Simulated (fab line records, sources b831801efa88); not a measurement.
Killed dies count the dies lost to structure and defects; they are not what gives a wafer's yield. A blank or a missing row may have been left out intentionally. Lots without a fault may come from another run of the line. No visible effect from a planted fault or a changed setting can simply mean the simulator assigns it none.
Code-filled problem report in 8D (eight disciplines) form / flow gf180mcu / the parts of the form that need people (team, actions taken, sign-off) are left out

== 1. THE ISSUE ==
heater_power_total_W at GF_M1_PEB_12 reads a mean of 88.88 W on 6 wafers of 2 lots; wafers without a fault read 85.69 W with a standard deviation of 0.09. Measured from the usual mean, that is +35 standard deviations.
The step: peb time 90 s.
Earliest sighting: wafer L586.1 on litho_track-03 at day 24 01:34. The record has a number at this step for 42 wafers belonging to 14 lots. By rule, "out" or "out of limits" means more than 4 standard deviations away from the usual mean. All remaining wafers that have a number are taken as sound.

== 2. WHAT IT IS, WHAT IT ISN'T ==
question=which readings at this step | is=heater_power_total_W | is not=chill_plate_temp_C
question=which lots | is=L586, L587 | is not=L567, L568, L569, L570, L571, L572, L574, L577, L578, L582, L588, L590
question=which wafers of those lots | is=all that have a number | is not=-
question=read on which tools | is=litho_track-03 | is not=litho_track-01, litho_track-02
question=when | is=from day 24 01:34 | is not=up to then (30 sound wafers); but 6 sound wafers of L588, L590 came after

== 3. THE SUSPECTS, EACH WITH WHAT RULES IT OUT ==
Counting: any tool at a process step up to the reading is kept as a suspect provided that every lot that is out went through it and no sound lot did after the first of them.
- litho_track-03 at GF_M1_PEB_12 (peb time 90 s): kept. Every lot that is out went through it, starting with L586 (day 24 01:34), and after that it ran no sound lot; the last sound lot it ran before then is L582 (day 22 16:26). On those wafers its own readings are out: heater_power_total_W.
Remaining after the count: litho_track-03 at GF_M1_PEB_12.

== 4. THE CAUSE (what the simulator had put in) ==
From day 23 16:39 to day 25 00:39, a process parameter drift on litho_track-03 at GF_M1_PEB_12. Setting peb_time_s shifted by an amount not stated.
After counting, this tool was the only one left.

== 5. SEQUENCE OF EFFECTS, ordered by route ==
Rows list readings where the struck wafers' mean (over those with a number) sits beyond 3 standard deviations from the usual. Only readings for which the record gives a usual standard deviation are gone through. hours: the time from each lot's start at the first step in this table that gives one to its start at this step, as a median over the lots. sigmas: the change in usual standard deviations.
hours=0; step=GF_M1_PEB_12; reading=heater_power_total_W; usual=85.69 W; on struck wafers=88.88; change=+3.19; sigmas=+35
Here are the process steps it includes:
- GF_M1_PEB_12: peb time 90 s.
Later steps that measure or inspect, where all struck wafers having a row at the step show a number for every such reading and not one has moved that far: GF_V1_THK_MEAS_01.

== 6. WHAT WOULD HAVE CAUGHT IT SOONER ==
9 hours passed between the start of the fault at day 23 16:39 and the first reading out of limits in this record, taken at day 24 01:34.
